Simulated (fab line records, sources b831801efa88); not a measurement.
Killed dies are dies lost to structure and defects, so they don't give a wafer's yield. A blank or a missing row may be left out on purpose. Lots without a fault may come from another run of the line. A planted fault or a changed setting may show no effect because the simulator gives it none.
Which tool did it? | flow sky130 | 7 lots, 21 wafers sampled, at 2 steps of a route of 708

WHAT THE GAUGES READ, wafer by wafer
SKY_LDD_HVP_TW_MEAS_10.
lot  | measured     | on            | LDD_HVP_TW
L426 | day 22 07:43 | film_metro-03 | 456.2 457.5 455.5
L427 | day 23 05:10 | film_metro-04 | 459.7 458.4 461.7
L430 | day 24 10:16 | film_metro-03 | 456.8 455.2 457.5
L434 | day 25 14:31 | film_metro-03 | 458.2 457.4 456.1
L436 | day 26 09:32 | film_metro-03 | 455.8 457.2 459.5
L438 | day 27 05:31 | film_metro-04 | 456.6 458.2 457.6
L447 | day 29 13:53 | film_metro-02 | 454.8 453.2 454.7

WHICH TOOL RAN EACH LOT (tool, then ch and the chambers of the sampled wafers, then the start)
lot  | SKY_LDD_HVP_IMPLANT_08
L426 | implanter-04 ch 0, day 22 07:30
L427 | implanter-02 ch 0, day 23 04:55
L430 | implanter-04 ch 0, day 24 10:02
L434 | implanter-03 ch 0, day 25 14:16
L436 | implanter-04 ch 0, day 26 09:17
L438 | implanter-04 ch 0, day 27 05:17
L447 | implanter-03 ch 0, day 29 13:38
- SKY_LDD_HVP_IMPLANT_08

THE ANSWER, worked out from the rows above alone
Rule: what is usual is taken from the lots themselves. Put in order of their means at a reading, lots are off if they are a third of the lots or fewer, leave a main group of 4 or more, and stand apart from it by a gap of 3 or more times the standard deviation of the main group's means; of several such gaps the widest counts. A main group whose means are all the same, to the digits that the tables above print for the reading, isn't used. A lot without any number at a reading at which 4 lots or more have one is off too. The other lots that the step has rows for count as sound.
No lot is off at any reading shown: from this, nothing can be told.

WHAT THE SIMULATOR HAD PUT IN
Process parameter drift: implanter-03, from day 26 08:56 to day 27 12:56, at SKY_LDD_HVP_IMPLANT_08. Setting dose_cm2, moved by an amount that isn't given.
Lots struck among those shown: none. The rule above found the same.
